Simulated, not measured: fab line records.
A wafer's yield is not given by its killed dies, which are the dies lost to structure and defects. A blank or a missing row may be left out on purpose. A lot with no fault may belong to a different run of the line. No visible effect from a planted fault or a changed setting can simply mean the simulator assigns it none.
fab line records	flow sky130
record: lots: 5	wafers: 15	last_day: 50
route steps=708 shown VIA2@527 METAL3@532 CAPM@537 PAD_OPEN@708
lots that met no fault: from a run of the same line without faults
start_h: the number of hours between the record's first day and the start of the first shown wafer of the lot	wait_h: time in hours since the lot's previous step	" the same as in the row above	L1.1+2: a single row standing in for several wafers	- no value, or no start given	* or withheld: withheld	< > ~ a bound
route shown NAME@n: names a module that has steps shown in the file, with the first one's number in the route	usual: the fault-free wafers' mean and standard deviation	same: alike in all rows	chamber/n: place in a boat	sites: per-site readings	_std_site: the values' standard deviation	_edge_site: outer sites' mean less inner sites'	radius_mm: how far each site lies from the wafer's centre	mask NAME#n: copy n	behind: the most recent tool/chamber to have shaped the wafer	hold: cause of the lot's hold/its duration in hours/its outcome	device: which transistor (n, p or np) failed to switch	end of line: at the end of the route, the tests of the same wafers	a step with no rows: only its recipe	killed: count of dies lost to structure and defects at first sort (not the wafer's yield)	map: a wafer's dies, x killed, . not, _ none there
set.NAME: the setting the step ran with; set.NAME@STEP: the setting that earlier step ran with	model.NAME: the simulator's own value behind a step, which no gauge read
lots at some steps of the route; a table a step, a row a wafer
services: when a tool's chamber went out of use (start_h, in hours from the record's first day, below 0 if earlier), for how many hours, and the reason
== steps ==
step: SKY_VIA2_SPUTTER_20
recipe: material: TiN	target_thk_nm: 20	chamber_pressure_pa: 5	power_w: 4000	time_s: 80
usual: throttle_valve_pct: 30.0/1
lot.wafer	tool	chamber	start_h	wait_h	throttle_valve_pct
L204.1	pvd_sputter-02	-	859.51	0.0	31.1
L204.4	"	-	"	"	29.5
L204.5	"	-	"	"	29.8
L210.1	pvd_sputter-01	-	906.80	0.0	29.0
L210.2	"	-	"	"	29.5
L210.6	"	-	"	"	29.0
L216.4	pvd_sputter-02	-	944.26	0.0	29.9
L216.5	"	-	"	"	29.8
L216.6	"	-	"	"	30.5
L223.4	pvd_sputter-02	-	994.94	0.0	29.9
L223.5	"	-	"	"	29.7
L223.6	"	-	"	"	31.3
L225.2	pvd_sputter-02	-	1008.34	0.0	30.9
L225.4	"	-	"	"	31.2
L225.5	"	-	"	"	30.6
step: SKY_VIA2_CVD_21
recipe: material: W	target_thk_nm: 420	time_s: 126.4	temp_c: 400	pressure_torr: 40
usual: heater_power_w: 860/48
lot.wafer	tool	chamber	start_h	wait_h	heater_power_w
L204.1	cvd_w-02	1	859.57	0.0	903
L204.4	"	1	"	"	926
L204.5	"	1	"	"	911
L210.1	cvd_w-01	0	906.86	0.0	934
L210.2	"	1	"	"	813
L210.6	"	0	"	"	957
L216.4	cvd_w-01	0	944.36	0.1	917
L216.5	"	0	"	"	956
L216.6	"	1	"	"	820
L223.4	cvd_w-02	1	995.04	0.1	880
L223.5	"	1	"	"	859
L223.6	"	0	"	"	792
L225.2	cvd_w-02	0	1008.40	0.0	814
L225.4	"	1	"	"	878
L225.5	"	0	"	"	816
step: SKY_VIA2_RS_MEAS_22
recipe: thk_meas_gauge: four-point-probe	reads: W_of_VIA2_CVD_21+TiN_of_VIA2_SPUTTER_20
usual: VIA2_W_RS: 0.272/0.0036
lot.wafer	tool	chamber	start_h	wait_h	VIA2_W_RS[ohm/sq]
L204.1	film_metro-04	-	859.71	0.1	0.270
L204.4	"	-	"	"	0.270
L204.5	"	-	"	"	0.272
L210.1	film_metro-04	-	906.99	0.1	0.270
L210.2	"	-	"	"	0.274
L210.6	"	-	"	"	0.267
L216.4	film_metro-01	-	944.51	0.1	0.270
L216.5	"	-	"	"	0.274
L216.6	"	-	"	"	0.277
L223.4	film_metro-01	-	995.19	0.1	0.268
L223.5	"	-	"	"	0.270
L223.6	"	-	"	"	0.279
L225.2	film_metro-04	-	1008.55	0.1	0.274
L225.4	"	-	"	"	0.272
L225.5	"	-	"	"	0.282
step: SKY_VIA2_THK_MEAS_23
recipe: thk_meas_gauge: xrf	reads: W_of_VIA2_CVD_21
usual: VIA2_W_THK: 417/5.9
lot.wafer	tool	chamber	start_h	wait_h	VIA2_W_THK[nm]
L204.1	film_metro-04	-	859.83	0.1	416
L204.4	"	-	"	"	414
L204.5	"	-	"	"	415
L210.1	film_metro-04	-	907.11	0.1	417
L210.2	"	-	"	"	413
L210.6	"	-	"	"	421
L216.4	film_metro-01	-	944.60	0.1	422
L216.5	"	-	"	"	415
L216.6	"	-	"	"	410
L223.4	film_metro-01	-	995.28	0.1	419
L223.5	"	-	"	"	420
L223.6	"	-	"	"	411
L225.2	film_metro-04	-	1008.66	0.1	413
L225.4	"	-	"	"	418
L225.5	"	-	"	"	402
step: SKY_VIA2_CMP_24
recipe: stop_on: SiO2	t_overpolish_s: 20	down_force_psi: 3.5	platen_rpm: 60	target_thk_nm: 0	pad_velocity_m_s: 0.94248
step: SKY_METAL3_SPUTTER_00
recipe: material: Ti	target_thk_nm: 15	power_w: 3000	time_s: 10	chamber_pressure_pa: 0.4
step: SKY_METAL3_SPUTTER_01
recipe: material: TiN	target_thk_nm: 20	power_w: 6500	time_s: 16.7	chamber_pressure_pa: 0.4
step: SKY_METAL3_SPUTTER_02
recipe: material: AlCu	target_thk_nm: 735	power_w: 10600	time_s: 40.78	chamber_pressure_pa: 0.4
step: SKY_METAL3_SPUTTER_03
recipe: material: Ti	target_thk_nm: 5	power_w: 3000	time_s: 3.3	chamber_pressure_pa: 0.4
step: SKY_METAL3_SPUTTER_04
recipe: material: TiN	target_thk_nm: 70	power_w: 6500	time_s: 58.3	chamber_pressure_pa: 0.4
step: SKY_CAPM_CVD_00
recipe: material: SiO2	target_thk_nm: 15.5	temp_c: 400	time_s: withheld	rf_w: 450
usual: heater_power_w: 718/91
lot.wafer	tool	chamber	start_h	wait_h	heater_power_w
L204.1	pecvd-02	2	860.34	0.0	793
L204.4	"	2	"	"	802
L204.5	"	1	"	"	790
L210.1	pecvd-04	1	907.62	0.0	650
L210.2	"	0	"	"	668
L210.6	"	0	"	"	685
L216.4	pecvd-04	2	945.09	0.0	718
L216.5	"	1	"	"	651
L216.6	"	0	"	"	651
L223.4	pecvd-04	0	995.77	0.0	700
L223.5	"	0	"	"	708
L223.6	"	2	"	"	704
L225.2	pecvd-02	2	1009.24	0.0	807
L225.4	"	2	"	"	793
L225.5	"	2	"	"	788
step: SKY_CAPM_THK_MEAS_01
recipe: reads: SiO2_of_CAPM_CVD_00
usual: CAPM_CVD_00_THK: 15.59/0.25
lot.wafer	tool	chamber	start_h	wait_h	CAPM_CVD_00_THK[nm]
L204.1	film_metro-03	-	860.36	-	15.02
L204.4	"	-	"	"	15.31
L204.5	"	-	"	"	16.08
L210.1	film_metro-01	-	907.64	-	15.48
L210.2	"	-	"	"	15.46
L210.6	"	-	"	"	15.69
L216.4	film_metro-01	-	945.13	-	15.90
L216.5	"	-	"	"	15.55
L216.6	"	-	"	"	15.81
L223.4	film_metro-02	-	995.83	-	15.29
L223.5	"	-	"	"	15.32
L223.6	"	-	"	"	15.76
L225.2	film_metro-03	-	1009.29	-	15.09
L225.4	"	-	"	"	15.27
L225.5	"	-	"	"	15.31
step: SKY_CAPM_SPUTTER_02
recipe: material: TiN	target_thk_nm: 200	temp_c: 300	power_w: 6500	time_s: 166.7	chamber_pressure_pa: 0.4
usual: throttle_valve_pct: 30.3/0.79
lot.wafer	tool	chamber	start_h	wait_h	throttle_valve_pct	model.TiN_of_CAPM_SPUTTER_02.thk_nm
L204.1	pvd_sputter-03	-	860.42	0.1	30.0	204.4
L204.4	"	-	"	"	30.9	202.8
L204.5	"	-	"	"	31.1	203.7
L210.1	pvd_sputter-02	-	907.70	0.1	30.7	197.9
L210.2	"	-	"	"	29.8	199.8
L210.6	"	-	"	"	29.5	199
L216.4	pvd_sputter-03	-	945.16	0.0	31.1	198.6
L216.5	"	-	"	"	30.1	200.8
L216.6	"	-	"	"	30.2	203.2
L223.4	pvd_sputter-02	-	995.86	0.0	31.0	199.9
L223.5	"	-	"	"	31.3	198.3
L223.6	"	-	"	"	29.5	199.6
L225.2	pvd_sputter-03	-	1009.34	0.0	30.7	198.1
L225.4	"	-	"	"	31.0	200.1
L225.5	"	-	"	"	30.3	209.2
step: SKY_CAPM_RS_MEAS_03
recipe: thk_meas_gauge: four-point-probe	reads: TiN_of_CAPM_SPUTTER_02
usual: CAPM_TIN_RS: 6.87/0.074
lot.wafer	tool	chamber	start_h	wait_h	CAPM_TIN_RS[ohm/sq]
L204.1	film_metro-02	-	860.53	0.1	6.76
L204.4	"	-	"	"	6.82
L204.5	"	-	"	"	6.80
L210.1	film_metro-02	-	907.81	0.1	6.98
L210.2	"	-	"	"	6.92
L210.6	"	-	"	"	6.94
L216.4	film_metro-03	-	945.33	0.1	6.96
L216.5	"	-	"	"	6.88
L216.6	"	-	"	"	6.80
L223.4	film_metro-02	-	996.02	0.1	6.91
L223.5	"	-	"	"	6.98
L223.6	"	-	"	"	6.93
L225.2	film_metro-02	-	1009.47	0.1	6.99
L225.4	"	-	"	"	6.90
L225.5	"	-	"	"	6.60
step: SKY_CAPM_THK_MEAS_04
recipe: thk_meas_gauge: xrf	reads: TiN_of_CAPM_SPUTTER_02
usual: CAPM_TIN_THK: 201.2/2.3
lot.wafer	tool	chamber	start_h	wait_h	CAPM_TIN_THK[nm]
L204.1	film_metro-02	-	860.65	0.1	204.8
L204.4	"	-	"	"	202.9
L204.5	"	-	"	"	203.5
L210.1	film_metro-02	-	907.93	0.1	197.8
L210.2	"	-	"	"	198.3
L210.6	"	-	"	"	197.6
L216.4	film_metro-03	-	945.42	0.1	198.2
L216.5	"	-	"	"	200.0
L216.6	"	-	"	"	202.8
L223.4	film_metro-02	-	996.11	0.1	199.8
L223.5	"	-	"	"	198.9
L223.6	"	-	"	"	200.7
L225.2	film_metro-02	-	1009.58	0.1	198.4
L225.4	"	-	"	"	200.7
L225.5	"	-	"	"	209.7
step: SKY_CAPM_DEHYDRATE_05
recipe: temp_c: 200	time_s: 60
step: SKY_CAPM_HMDS_06
recipe: prime_time_s: 60	prime_temp_c: 120
step: SKY_CAPM_COAT_07
recipe: resist: NOVOLAK	spin_rpm: 3000	resist_thk_nm: 1140
step: SKY_CAPM_SOFTBAKE_08
recipe: temp_c: 90	time_s: 60	resist: NOVOLAK
step: SKY_CAPM_EXPOSE_09
recipe: mask_id: CAPM	na: 0.6	source_shape: conventional	sigma_outer: 0.6	polarization: unpolarized	target_cd_nm: 1000	dose_mj: 159
step: SKY_CAPM_PEB_10
recipe: temp_c: withheld	time_s: *	resist: NOVOLAK
step: SKY_CAPM_DEVELOP_11
recipe: resist: NOVOLAK	developer: TMAH	develop_time_s: 60	dev_temp_c: 23
step: SKY_CAPM_OVL_MEAS_12
usual: CAPM_OVL: -0.8/1.6
lot.wafer	tool	chamber	start_h	wait_h	CAPM_OVL[nm]
L204.1	overlay-02	-	885.43	0.1	-0.1
L204.4	"	-	"	"	1.0
L204.5	"	-	"	"	0.2
L210.1	overlay-01	-	932.39	0.1	-1.2
L210.2	"	-	"	"	1.4
L210.6	"	-	"	"	-0.4
L216.4	overlay-02	-	968.46	0.1	-0.5
L216.5	"	-	"	"	-0.3
L216.6	"	-	"	"	-2.1
L223.4	overlay-01	-	1018.65	0.1	-0.9
L223.5	"	-	"	"	-1.0
L223.6	"	-	"	"	0.1
L225.2	overlay-01	-	1032.50	0.1	-1.7
L225.4	"	-	"	"	-2.2
L225.5	"	-	"	"	-0.5
step: SKY_CAPM_METAL_ETCH_13
recipe: target_depth_nm: 220	stop_on: SiO2	chemistry: Cl2/BCl3	target: TiN	pressure_mtorr: 10	icp_w: 900	bias_w: 48.5	Cl2_flow_sccm: 60	bcl3_flow_sccm: 30	time_s: 62.9
usual: drypump_motor_current_A: 5.65/0.22	oes_product_au: 0.944/0.0071	throttle_valve_pct: 21.899/0.011
lot.wafer	tool	chamber	start_h	wait_h	drypump_motor_current_A	oes_product_au	rf_hours_counter_h	throttle_valve_pct	model.etch.depth_nm	model.CAPM.feature_depth_nm
L204.1	rie_metal-01	1	885.47	0.0	5.37	0.956	16	21.902	204.4	204.4
L204.4	"	1	"	"	5.37	0.941	-	21.887	202.8	202.8
L204.5	"	1	"	"	5.36	0.949	-	21.892	203.7	203.7
L210.1	rie_metal-04	0	932.43	0.0	5.56	0.931	19	21.914	197.9	197.9
L210.2	"	0	"	"	5.52	0.940	-	21.919	199.8	199.8
L210.6	"	0	"	"	5.55	0.938	-	21.898	199	199
L216.4	rie_metal-01	1	968.51	0.0	5.36	0.938	-	21.902	198.6	198.6
L216.5	"	0	"	"	5.96	0.942	-	21.895	200.8	200.8
L216.6	"	1	"	"	5.36	0.947	-	21.901	203.2	203.2
L223.4	rie_metal-02	0	1018.70	0.0	5.51	0.944	-	21.895	199.9	199.9
L223.5	"	0	"	"	5.50	0.937	-	21.906	198.3	198.3
L223.6	"	1	"	"	5.65	0.934	-	21.905	199.6	199.6
L225.2	rie_metal-04	1	1032.53	0.0	5.92	0.936	10	21.921	198.1	198.1
L225.4	"	0	"	"	5.56	0.944	-	21.880	200.1	200.1
L225.5	"	0	"	"	5.53	0.960	-	21.882	209.2	209.2
step: SKY_CAPM_STRIP_14
recipe: chemistry: O2/N2	power_w: 1400	pressure_mtorr: 1500	platen_temp_c: withheld	o2_flow_sccm: 3000	n2_flow_sccm: 300	overash_fraction: 0.5
usual: drypump_motor_current_A: 5.8/0.36	oes_product_au: 0.711/0.0046	strip_time_to_endpoint_s: 12.67/0.04
lot.wafer	tool	chamber	start_h	wait_h	drypump_motor_current_A	oes_product_au	rf_hours_counter_h	strip_time_to_endpoint_s
L204.1	plasma_asher-01	0	885.62	0.1	6.0	0.717	101	12.66
L204.4	"	1	"	"	5.6	0.714	-	12.65
L204.5	"	0	"	"	6.0	0.713	-	12.58
L210.1	plasma_asher-01	0	932.58	0.1	6.0	0.715	106	12.68
L210.2	"	1	"	"	5.6	0.710	106	12.68
L210.6	"	1	"	"	5.6	0.709	-	12.63
L216.4	plasma_asher-02	1	968.59	0.1	5.9	0.707	-	12.69
L216.5	"	1	"	"	5.9	0.710	-	12.67
L216.6	"	0	"	"	5.5	0.712	-	12.67
L223.4	plasma_asher-02	0	1018.78	0.1	5.5	0.714	-	12.64
L223.5	"	0	"	"	5.5	0.706	-	12.67
L223.6	"	1	"	"	6.0	0.701	-	12.63
L225.2	plasma_asher-02	0	1032.61	0.1	5.5	0.704	91	12.70
L225.4	"	1	"	"	6.0	0.704	-	12.74
L225.5	"	0	"	"	5.5	0.708	-	12.71
step: SKY_CAPM_STRIP_15
recipe: chemistry: post_etch_residue_remover	time_s: 1200	temp_c: 72.5
step: SKY_CAPM_CLEAN_16
recipe: chemistry: IPA	time_s: 180	temp_c: 25
step: SKY_CAPM_CLEAN_17
recipe: chemistry: O3/DIW	dry: n2_spin
step: SKY_METAL3_DEHYDRATE_05
recipe: temp_c: 200	time_s: 60
step: SKY_METAL3_HMDS_06
recipe: prime_time_s: 60	prime_temp_c: 120
step: SKY_METAL3_COAT_07
recipe: resist: BARC	temp_c: withheld	time_s: withheld	spin_rpm: 3000	resist_thk_nm: 60
step: SKY_METAL3_COAT_08
recipe: resist: KrF-thick	spin_rpm: 3000	resist_thk_nm: 1140
step: SKY_METAL3_SOFTBAKE_09
recipe: temp_c: 100	time_s: 90	resist: KrF-thick
step: SKY_METAL3_EXPOSE_10
recipe: mask_id: MM3	na: 0.68	source_shape: annular	sigma_inner: 0.4	sigma_outer: 0.8	target_cd_nm: 300	dose_mj: 28
step: SKY_METAL3_PEB_11
recipe: peb_temp_c: withheld	peb_time_s: withheld	resist: KrF-thick
step: SKY_METAL3_DEVELOP_12
recipe: develop_time_s: 60	resist: KrF-thick	dev_temp_c: 21
step: SKY_METAL3_CD_MEAS_13
recipe: target_cd_nm: 300
usual: cd_nm: 300.0/1.5
lot.wafer	tool	chamber	start_h	wait_h	cd_nm
L204.1	cd_sem-02	-	910.61	-	300.2
L204.4	"	-	"	"	301.4
L204.5	"	-	"	"	299.7
L210.1	cd_sem-01	-	957.79	-	299.3
L210.2	"	-	"	"	298.9
L210.6	"	-	"	"	299.2
L216.4	cd_sem-02	-	993.50	-	297.2
L216.5	"	-	"	"	298.1
L216.6	"	-	"	"	297.9
L223.4	cd_sem-01	-	1042.05	-	299.3
L223.5	"	-	"	"	300.5
L223.6	"	-	"	"	299.8
L225.2	cd_sem-02	-	1054.61	-	301.7
L225.4	"	-	"	"	300.6
L225.5	"	-	"	"	298.3
step: SKY_METAL3_OVL_MEAS_14
usual: METAL3_OVL: 3/5.6
lot.wafer	tool	chamber	start_h	wait_h	METAL3_OVL[nm]
L204.1	overlay-01	-	910.73	0.1	13
L204.4	"	-	"	"	10
L204.5	"	-	"	"	6
L210.1	overlay-02	-	957.91	0.1	11
L210.2	"	-	"	"	10
L210.6	"	-	"	"	11
L216.4	overlay-02	-	993.58	0.1	0
L216.5	"	-	"	"	5
L216.6	"	-	"	"	1
L223.4	overlay-01	-	1042.12	0.1	7
L223.5	"	-	"	"	2
L223.6	"	-	"	"	2
L225.2	overlay-02	-	1054.72	0.1	-2
L225.4	"	-	"	"	-1
L225.5	"	-	"	"	3
step: SKY_METAL3_DESCUM_15
recipe: chemistry: O2	source_power_w: 150	bias_power_w: 0	pressure_mtorr: 10	temp_c: 40	time_s: 8
usual: drypump_motor_current_A: 5.83/0.25	oes_product_au: 0.997/0.0083
lot.wafer	tool	chamber	start_h	wait_h	drypump_motor_current_A	oes_product_au	rf_hours_counter_h
L204.1	rie_metal-03	0	910.76	0.0	6.06	1.006	17
L204.4	"	1	"	"	6.02	0.994	-
L204.5	"	0	"	"	6.07	1.002	-
L210.1	rie_metal-01	1	957.94	0.0	5.37	1.005	20
L210.2	"	0	"	"	5.99	1.001	4
L210.6	"	1	"	"	5.39	1.003	-
L216.4	rie_metal-01	1	993.61	0.0	5.35	1.014	-
L216.5	"	1	"	"	5.35	1.008	-
L216.6	"	0	"	"	5.99	1.010	-
L223.4	rie_metal-02	0	1042.15	0.0	5.54	0.999	-
L223.5	"	1	"	"	5.67	0.987	-
L223.6	"	0	"	"	5.51	0.995	-
L225.2	rie_metal-02	1	1054.75	0.0	5.66	0.996	12
L225.4	"	0	"	"	5.50	0.995	-
L225.5	"	0	"	"	5.50	0.977	-
step: SKY_METAL3_ETCH_16
recipe: chemistry: N2/H2	target: BARC	ion_energy_ev: 200	bias_w: 100	pressure_mtorr: 30	n2_flow_sccm: 100	h2_flow_sccm: 200	icp_w: 500	stop_on: SiO2	time_s: 88.2	target_depth_a: 600
step: SKY_METAL3_ETCH_17
recipe: target: SiO2	stop_on: TiN	chemistry: C4F8/O2/Ar	source_w: 1500	bias_w: 1200	pressure_mtorr: 40	c4f8_flow_sccm: withheld	O2_flow_sccm: 6	Ar_flow_sccm: 300	time_s: 3.9	target_depth_a: 150
step: SKY_METAL3_METAL_ETCH_18
recipe: target_depth_a: 8450	stop_on: SiO2	over_etch_frac: 0.3	time_s: 183.1	chemistry: Cl2/BCl3	resist_sidewall_deg: 88	pressure_mtorr: 10	icp_w: 900	bias_w: 48.5	Cl2_flow_sccm: 60	bcl3_flow_sccm: 30
step: SKY_METAL3_STRIP_20
recipe: chemistry: post_etch_residue_remover	time_s: 1200	temp_c: 72.5
lot.wafer	tool	chamber	start_h	wait_h	model.TiN_of_CAPM_SPUTTER_02.thk_nm
L204.1	wet_bench-01	0	911.19	0.1	203.6
L204.4	"	0	"	"	201.9
L204.5	"	0	"	"	202.9
L210.1	wet_bench-04	0	958.37	0.1	197.1
L210.2	"	0	"	"	199
L210.6	"	0	"	"	198.1
L216.4	wet_bench-04	2	994.03	0.0	197.8
L216.5	"	2	"	"	200
L216.6	"	2	"	"	202.4
L223.4	wet_bench-02	1	1042.57	0.0	199.1
L223.5	"	1	"	"	197.5
L223.6	"	1	"	"	198.8
L225.2	wet_bench-04	3	1055.18	0.1	197.3
L225.4	"	3	"	"	199.2
L225.5	"	3	"	"	208.3
step: SKY_PAD_OPEN_PROBE_99
usual: defect_limited_yield: 82.1/1.9	killed_at_M0_to_M3: 45/6.8	killed_at_M4_up: 3.0/1.7	killed_at_contacts: 25/5.7	killed_at_front_end: 15/4.6	killed_at_other: 0.3/0.66	killed_dies: 88/9.5	killed_open: 48/7.3	killed_short: 39/6.5	sort_bin_3_pad_short: 0.9/0.47	sort_bin_5_function: 10.6/1.5	sort_bin_6_memory: 6.4/1.2	sort_n_pass: 404/9.5	sort_yield_pct: 82.1/1.9
same: gross_dies: 492	killed_at_back_side: 0	sort_bin_4_leakage[%]: 0	sort_bin_8_speed[%]: 0
lot.wafer	tool	chamber	start_h	wait_h	defect_limited_yield[%]	killed_at_M0_to_M3	killed_at_M4_up	killed_at_contacts	killed_at_front_end	killed_at_other	killed_dies	killed_open	killed_short	sort_bin_3_pad_short[%]	sort_bin_5_function[%]	sort_bin_6_memory[%]	sort_n_pass	sort_yield_pct[%]	model.etest.cap_mim.plate_ohm_sq
L204.1	prober-02	-	1081.84	0.1	79.9	56	4	32	7	0	99	57	42	0.6	12.6	6.9	393	79.9	5.87
L204.4	prober-02	-	1081.99	0.2	80.9	53	1	24	16	0	94	59	35	0.8	12.2	6.1	398	80.9	5.894
L204.5	prober-02	-	1082.04	0.2	81.7	45	2	24	19	0	90	44	46	1.4	11.4	5.5	402	81.7	5.858
L216.4	prober-01	-	1151.45	0.2	81.9	40	4	26	19	0	89	52	37	1.0	9.1	7.9	403	81.9	6.06
L216.5	prober-01	-	1151.50	0.2	82.9	31	2	36	15	0	84	51	33	0.4	10.8	5.9	408	82.9	5.93
L216.6	prober-01	-	1151.55	0.2	79.1	44	5	36	18	0	103	50	53	1.0	13.6	6.3	389	79.1	5.941
L223.4	prober-02	-	1186.06	0.2	82.9	43	3	25	13	0	84	50	34	0.6	9.3	7.1	408	82.9	5.988
L223.5	prober-02	-	1186.11	0.2	80.1	50	3	33	12	0	98	59	37	0.6	11.0	8.3	394	80.1	6.072
L223.6	prober-02	-	1186.16	0.2	83.1	38	1	37	7	0	83	51	31	0.6	10.8	5.5	409	83.1	6.003
L225.5	prober-01	-	1193.54	0.2	84.6	40	2	20	12	2	76	43	31	0.4	10.2	4.9	416	84.6	5.698
killed by level:class
L204.1 VIA1:geometric_particle:open=20 CONTACT:geometric_particle:open=12 VIA1:geometric_particle:short=11 LI_CONTACT:geometric_particle:open=9 VIA2:geometric_particle:open=7 LOCAL_INTERCONNECT:geometric_particle:short=5 CONTACT:geometric_particle:short=5 METAL1:geometric_particle:short=5
L204.4 VIA1:geometric_particle:open=14 LI_CONTACT:geometric_particle:open=11 VIA2:geometric_particle:open=9 METAL2:geometric_particle:short=8 VIA3:geometric_particle:open=7 CONTACT:geometric_particle:open=6 METAL1:geometric_particle:short=5 LOCAL_INTERCONNECT:geometric_particle:short=4
L204.5 VIA1:geometric_particle:open=11 CONTACT:geometric_particle:open=10 FIELD_ISO:geometric_particle:short=7 METAL2:geometric_particle:short=6 LI_CONTACT:geometric_particle:open=6 VIA2:geometric_particle:short=6 VIA2:geometric_particle:open=6 LI_CONTACT:geometric_particle:short=5
L216.4 CONTACT:geometric_particle:open=14 FIELD_ISO:geometric_particle:open=9 VIA2:geometric_particle:open=7 FIELD_ISO:geometric_particle:short=5 METAL1:geometric_particle:short=5 VIA1:geometric_particle:short=5 METAL2:geometric_particle:short=5 VIA3:geometric_particle:open=5
L216.5 LI_CONTACT:geometric_particle:open=9 CONTACT:geometric_particle:open=9 VIA1:geometric_particle:open=7 VIA2:geometric_particle:open=7 CONTACT:geometric_particle:short=6 LOCAL_INTERCONNECT:geometric_particle:open=5 LOCAL_INTERCONNECT:geometric_particle:short=5 METAL2:geometric_particle:short=5
L216.6 CONTACT:geometric_particle:open=10 LI_CONTACT:geometric_particle:open=9 FIELD_ISO:geometric_particle:short=8 LOCAL_INTERCONNECT:geometric_particle:short=7 VIA1:geometric_particle:open=7 CONTACT:geometric_particle:short=6 METAL1:geometric_particle:short=6 VIA2:geometric_particle:open=6
L223.4 CONTACT:geometric_particle:open=13 VIA1:geometric_particle:open=10 METAL1:geometric_particle:short=6 CONTACT:geometric_particle:short=5 VIA3:geometric_particle:open=5 LI_CONTACT:geometric_particle:open=4 VIA2:geometric_particle:open=4 POLY_GATE:geometric_particle:short=3
L223.5 CONTACT:geometric_particle:open=12 VIA1:geometric_particle:open=12 LI_CONTACT:geometric_particle:open=10 VIA2:geometric_particle:open=9 VIA2:geometric_particle:short=6 CONTACT:geometric_particle:short=4 VIA1:geometric_particle:short=4 METAL2:geometric_particle:short=4
L223.6 CONTACT:geometric_particle:open=15 VIA1:geometric_particle:open=9 CONTACT:geometric_particle:short=9 LI_CONTACT:geometric_particle:open=7 VIA3:geometric_particle:open=7 LOCAL_INTERCONNECT:geometric_particle:short=5 VIA2:geometric_particle:open=5 METAL2:geometric_particle:open=3
L225.5 VIA1:geometric_particle:open=13 CONTACT:geometric_particle:open=7 METAL2:geometric_particle:short=7 LI_CONTACT:geometric_particle:open=6 VIA2:geometric_particle:open=6 METAL1:geometric_particle:short=5 FIELD_ISO:geometric_particle:short=3 FIELD_ISO:geometric_particle:open=3
== services ==
tool	chamber	start_h	hours	kind
cvd_w-01	1	841.41	10.0	repair
pecvd-02	-	861.67	2.8	pm
rie_metal-01	0	863.65	46.6	repair
wet_bench-04	-	867.50	1.9	pm
rie_metal-02	-	877.33	28.1	pm
rie_metal-04	0	884.09	6.3	repair
rie_metal-01	1	887.43	10.9	repair
cvd_w-01	-	901.63	0.6	repair
plasma_asher-02	-	903.39	2.8	pm
cvd_w-02	-	904.00	14.0	pm
rie_metal-04	1	904.68	99.6	repair
rie_metal-02	-	905.43	2.8	pm
rie_metal-02	0	918.22	1.0	repair
cvd_w-01	-	919.61	1.2	repair
rie_metal-02	1	920.77	2.5	repair
pecvd-04	2	963.31	7.5	repair
pecvd-04	-	971.85	14.6	pm
cvd_w-01	1	974.28	2.7	repair
pecvd-04	-	992.62	1.3	repair
pecvd-04	0	998.73	3.9	repair
wet_bench-04	-	1020.16	4.3	repair
cvd_w-02	1	1039.39	17.4	repair
rie_metal-02	-	1045.87	0.3	repair
cvd_w-02	0	1048.24	12.3	repair
== key ==
first_sign: step: SKY_CAPM_RS_MEAS_03	reading: CAPM_TIN_RS	direction: down	sigmas: 3.6	usual: 6.87	struck: 6.60
effect: step: SKY_CAPM_THK_MEAS_04	reading: CAPM_TIN_THK	direction: up	sigmas: 3.7	usual: 201.2	struck: 209.7
model_effect: step: SKY_CAPM_SPUTTER_02	value: TiN_of_CAPM_SPUTTER_02.thk_nm	without: 201.3	struck: 209.2
model_effect: step: SKY_CAPM_METAL_ETCH_13	value: etch.depth_nm	without: 201.3	struck: 209.2
model_effect: step: SKY_METAL3_STRIP_20	value: TiN_of_CAPM_SPUTTER_02.thk_nm	without: 200.5	struck: 208.3
model_effect: step: SKY_PAD_OPEN_PROBE_99	value: etest.cap_mim.plate_ohm_sq	without: 5.919	struck: 5.698
met_at SKY_CAPM_SPUTTER_02
struck_wafers L225.5
onset_between 945.16 1009.34
fault: kind: process_parameter_drift	tool: pvd_sputter-03	chamber: -	onset_h: 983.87	steps: SKY_CAPM_SPUTTER_02	channel: target_thk_nm	offset: 7.8115	shape: step	end_h: 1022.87	acts_in: these_recipes_only	stated: 200	scope: struck_wafers_only
